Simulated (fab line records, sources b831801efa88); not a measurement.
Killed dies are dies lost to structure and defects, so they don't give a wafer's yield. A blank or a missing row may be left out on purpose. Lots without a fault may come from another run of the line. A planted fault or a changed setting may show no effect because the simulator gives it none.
Which tool did it? | flow sky130 | 11 lots, 33 wafers sampled, at 5 steps of a route of 708

WHAT THE GAUGES READ, wafer by wafer
SKY_POLY_CUT_OVL_MEAS_09.
lot  | measured     | on         | POLY_CUT_OVL (nm)
L237 | day 24 12:44 | overlay-01 | -4 0 -5
L238 | day 24 15:31 | overlay-01 | -1 1 -4
L239 | day 25 02:10 | overlay-02 | -1 -2 4
L240 | day 25 07:56 | overlay-02 | -8 -14 -11
L248 | day 28 15:46 | overlay-01 | 0 4 -2
L252 | day 30 05:49 | overlay-01 | 2 4 1
L253 | day 30 07:20 | overlay-01 | -8 -6 -5
L255 | day 30 18:16 | overlay-01 | -6 -3 -6
L257 | day 31 00:21 | overlay-01 | 3 8 6
L258 | day 31 19:40 | overlay-02 | -4 -4 0
L259 | day 32 01:47 | overlay-02 | -10 -5 -8

WHICH TOOL RAN EACH LOT (tool, then ch and the chambers of the sampled wafers, then the start)
lot  | SKY_FIELD_ISO_CMP_27         | SKY_POLY_GATE_ETCH_16              | SKY_POLY_GATE_STRIP_18               | SKY_SPACER_ETCHBACK_02
L237 | cmp-01 ch 1,3, day 2 14:16   | rie_diel-01 ch 1,2, day 16 17:50   | plasma_asher-01 ch 0,1, day 16 17:59 | rie_diel-04 ch 0,2, day 23 07:24
L238 | cmp-01 ch 0,1, day 2 20:59   | rie_diel-02 ch 1,2,3, day 16 23:49 | plasma_asher-04 ch 0,1, day 16 23:58 | rie_diel-04 ch 0,1,2, day 23 09:51
L239 | cmp-02 ch 1,2, day 3 01:16   | rie_diel-01 ch 0,1, day 17 07:38   | plasma_asher-04 ch 0,1, day 17 07:47 | rie_diel-02 ch 2,3, day 23 20:32
L240 | cmp-01 ch 0,3, day 3 06:26   | rie_diel-02 ch 0,2,3, day 17 12:10 | plasma_asher-04 ch 0, day 17 12:19   | rie_diel-04 ch 1,3, day 24 02:28
L248 | cmp-02 ch 0,1,2, day 5 04:49 | rie_diel-01 ch 0,1,3, day 21 02:26 | plasma_asher-01 ch 0,1, day 21 02:35 | rie_diel-04 ch 1,2,3, day 27 12:11
L252 | cmp-02 ch 0,3, day 5 22:45   | rie_diel-03 ch 0,2,3, day 22 18:01 | plasma_asher-01 ch 1, day 22 18:10   | rie_diel-02 ch 0,3, day 29 01:12
L253 | cmp-01 ch 0,2,3, day 6 01:37 | rie_diel-02 ch 0,1, day 22 18:14   | plasma_asher-02 ch 0,1, day 22 18:23 | rie_diel-02 ch 1,3, day 29 03:27
L255 | cmp-02 ch 1,2, day 6 14:56   | rie_diel-03 ch 0,1, day 23 07:52   | plasma_asher-02 ch 0,1, day 23 08:02 | rie_diel-04 ch 1,2, day 29 13:50
L257 | cmp-01 ch 2,3, day 6 21:10   | rie_diel-03 ch 1,2,3, day 23 14:22 | plasma_asher-01 ch 1, day 23 14:31   | rie_diel-04 ch 1,2, day 29 20:38
L258 | cmp-02 ch 0,1,3, day 7 07:49 | rie_diel-01 ch 2,3, day 24 09:32   | plasma_asher-02 ch 0,1, day 24 09:41 | rie_diel-04 ch 0,2, day 30 16:25
L259 | cmp-02 ch 1,2, day 7 12:05   | rie_diel-01 ch 2,3, day 24 16:58   | plasma_asher-04 ch 0,1, day 24 17:10 | rie_diel-04 ch 2,3, day 30 21:49
- SKY_FIELD_ISO_CMP_27: polishes, stops on Si3N4, t overpolish 16 s, target thk 457.8 nm.
- SKY_POLY_GATE_ETCH_16: etches Si3N4 in CH3F/O2, stops on poly-Si, time 147.5 s, target depth 75 nm.
- SKY_POLY_GATE_STRIP_18: strips in O2/N2.
- SKY_SPACER_ETCHBACK_02: etches Si3N4 in CH3F/O2, stops on SiO2, time 46.7 s, target depth 45 nm.

THE ANSWER, worked out from the rows above alone
Rule: what is usual is taken from the lots themselves. Put in order of their means at a reading, lots are off if they are a third of the lots or fewer, leave a main group of 4 or more, and stand apart from it by a gap of 3 or more times the standard deviation of the main group's means; of several such gaps the widest counts. A main group whose means are all the same, to the digits that the tables above print for the reading, isn't used. A lot without any number at a reading at which 4 lots or more have one is off too. The other lots that the step has rows for count as sound.
No lot is off at any reading shown: from this, nothing can be told.

WHAT THE SIMULATOR HAD PUT IN
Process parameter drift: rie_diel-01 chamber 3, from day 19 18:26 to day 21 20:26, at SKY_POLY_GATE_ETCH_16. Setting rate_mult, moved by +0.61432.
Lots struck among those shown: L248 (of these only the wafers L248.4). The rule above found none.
